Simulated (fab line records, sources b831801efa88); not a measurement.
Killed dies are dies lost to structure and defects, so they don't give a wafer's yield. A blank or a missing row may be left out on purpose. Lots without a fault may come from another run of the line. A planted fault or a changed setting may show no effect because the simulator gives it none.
Tool commonality check | flow gf180mcu | 11 lots, 42 wafers sampled

WHY IT WAS OPENED
At GF_VT_IMPLANT_RS_MEAS_47 the reading NWELL_RS is flagged on 3 of 11 lots. Wafers without a fault read 487.2 ohm/sq, standard deviation 1.2.
Rule: a lot is flagged when every wafer of it that has a number lies more than 4 standard deviations from that mean, or none has a number. The other lots count as sound.

lot  | measured     | on            | NWELL_RS (ohm/sq), wafer by wafer   | flag
L493 | day 7 13:29  | film_metro-03 | 486.7 487.6 486.7                   |
L495 | day 8 04:29  | film_metro-01 | 486.0 486.9 487.6                   |
L497 | day 8 16:08  | film_metro-03 | 486.5 486.4 486.6                   |
L498 | day 8 22:54  | film_metro-01 | 488.6 488.6 487.7                   |
L507 | day 11 10:26 | film_metro-03 | 476.6 476.7 476.6 477.4 476.7 476.8 | FLAGGED
L508 | day 11 21:26 | film_metro-03 | 475.4 476.7 477.1 476.0 475.5 477.3 | FLAGGED
L509 | day 12 05:14 | film_metro-01 | 476.3 478.3 477.5 476.8 476.9 477.6 | FLAGGED
L510 | day 12 08:10 | film_metro-02 | 488.8 489.6 488.2                   |
L511 | day 12 14:43 | film_metro-03 | 488.2 488.7 488.5                   |
L512 | day 12 19:23 | film_metro-01 | 488.6 489.4 488.8                   |
L516 | day 14 00:47 | film_metro-01 | 486.7 486.8 487.2                   |
The numbers of the flagged lots are 476.8 ohm/sq on average: -10.4 ohm/sq against the usual, or -9 standard deviations.

WHICH TOOL RAN EACH LOT
The record holds 3 process steps before the reading, out of a route of 602 steps. In each cell: the tool, then ch and the chambers that the sampled wafers went through, then the start.
lot  | flag    | GF_STI_ETCH_14                  | GF_DNWELL_STRIP_08                  | GF_NWELL_IMPLANT_08
L493 |         | rie_si-01 ch 1,2, day 2 02:50   | plasma_asher-03 ch 0,1, day 2 19:38 | implanter-02 ch 0, day 3 07:51
L495 |         | rie_si-02 ch 0,2,3, day 2 11:20 | plasma_asher-03 ch 0,1, day 3 07:22 | implanter-03 ch 0, day 3 20:30
L497 |         | rie_si-02 ch 0,3, day 3 00:04   | plasma_asher-02 ch 0,1, day 3 17:04 | implanter-02 ch 0, day 4 04:49
L498 |         | rie_si-01 ch 0,2,3, day 3 04:20 | plasma_asher-03 ch 0,1, day 3 21:49 | implanter-03 ch 0, day 4 10:32
L507 | FLAGGED | rie_si-02 ch 2,3, day 5 01:31   | plasma_asher-03 ch 0,1, day 5 21:02 | implanter-03 ch 0, day 6 12:04
L508 | FLAGGED | rie_si-01 ch 1,2, day 5 07:02   | plasma_asher-01 ch 0,1, day 6 04:56 | implanter-03 ch 0, day 6 20:07
L509 | FLAGGED | rie_si-02 ch 0,2,3, day 5 11:31 | plasma_asher-02 ch 0,1, day 6 11:07 | implanter-03 ch 0, day 7 02:40
L510 |         | rie_si-02 ch 0,1,3, day 5 16:40 | plasma_asher-01 ch 0,1, day 6 14:59 | implanter-02 ch 0, day 7 06:18
L511 |         | rie_si-02 ch 0,1,2, day 5 22:07 | plasma_asher-03 ch 0,1, day 6 18:53 | implanter-02 ch 0, day 7 10:42
L512 |         | rie_si-02 ch 0,1,3, day 6 04:32 | plasma_asher-01 ch 0,1, day 7 00:25 | implanter-04 ch 0, day 7 15:52
L516 |         | rie_si-02 ch 0,1,2, day 7 01:34 | plasma_asher-03 ch 0,1, day 7 22:07 | implanter-02 ch 0, day 8 14:13
What these steps do:
- GF_STI_ETCH_14: etches Si in HBr/Cl2/O2, target depth 360 nm, time 102.9 s.
- GF_DNWELL_STRIP_08: strips in O2/N2.
- GF_NWELL_IMPLANT_08
- GF_VT_IMPLANT_RS_MEAS_47: measures by four-point-probe.

FLAGGED OVER TOTAL, TOOL BY TOOL (the gauges that took the reading come last)
step                     | tool            | lots run | flagged | share of the flagged lots | sound lots run after its first flagged lot
GF_STI_ETCH_14           | rie_si-01       | 3        | 1       | some                      | 0
GF_STI_ETCH_14           | rie_si-02       | 8        | 2       | some                      | 4 (L510,L511,L512,L516)
GF_DNWELL_STRIP_08       | plasma_asher-01 | 3        | 1       | some                      | 2 (L510,L512)
GF_DNWELL_STRIP_08       | plasma_asher-02 | 2        | 1       | some                      | 0
GF_DNWELL_STRIP_08       | plasma_asher-03 | 6        | 1       | some                      | 2 (L511,L516)
GF_NWELL_IMPLANT_08      | implanter-02    | 5        | 0       | none                      | -
GF_NWELL_IMPLANT_08      | implanter-03    | 5        | 3       | all                       | 0
GF_NWELL_IMPLANT_08      | implanter-04    | 1        | 0       | none                      | -
GF_VT_IMPLANT_RS_MEAS_47 | film_metro-01   | 5        | 1       | some                      | 2 (L512,L516)
GF_VT_IMPLANT_RS_MEAS_47 | film_metro-02   | 1        | 0       | none                      | -
GF_VT_IMPLANT_RS_MEAS_47 | film_metro-03   | 5        | 2       | some                      | 1 (L511)

WHAT THE TABLE ALLOWS
1 row of the table ran every flagged lot: implanter-03 at GF_NWELL_IMPLANT_08.
- implanter-03 at GF_NWELL_IMPLANT_08: 3 of its 5 lots flagged. Its last sound lot is L498 (day 4 10:32), its first flagged lot L507 (day 6 12:04): a fault that began between those two fits. Its own readings lie more than 4 standard deviations out on every wafer of the flagged lots: beam_energy_keV.
One tool is left: implanter-03 at GF_NWELL_IMPLANT_08.

WHAT THE SIMULATOR HAD PUT IN
Process parameter drift: implanter-03, from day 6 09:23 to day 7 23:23, at GF_NWELL_IMPLANT_08. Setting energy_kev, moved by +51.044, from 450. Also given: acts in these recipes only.
Lots struck among those shown: L507, L508, L509. The rule above found the same.
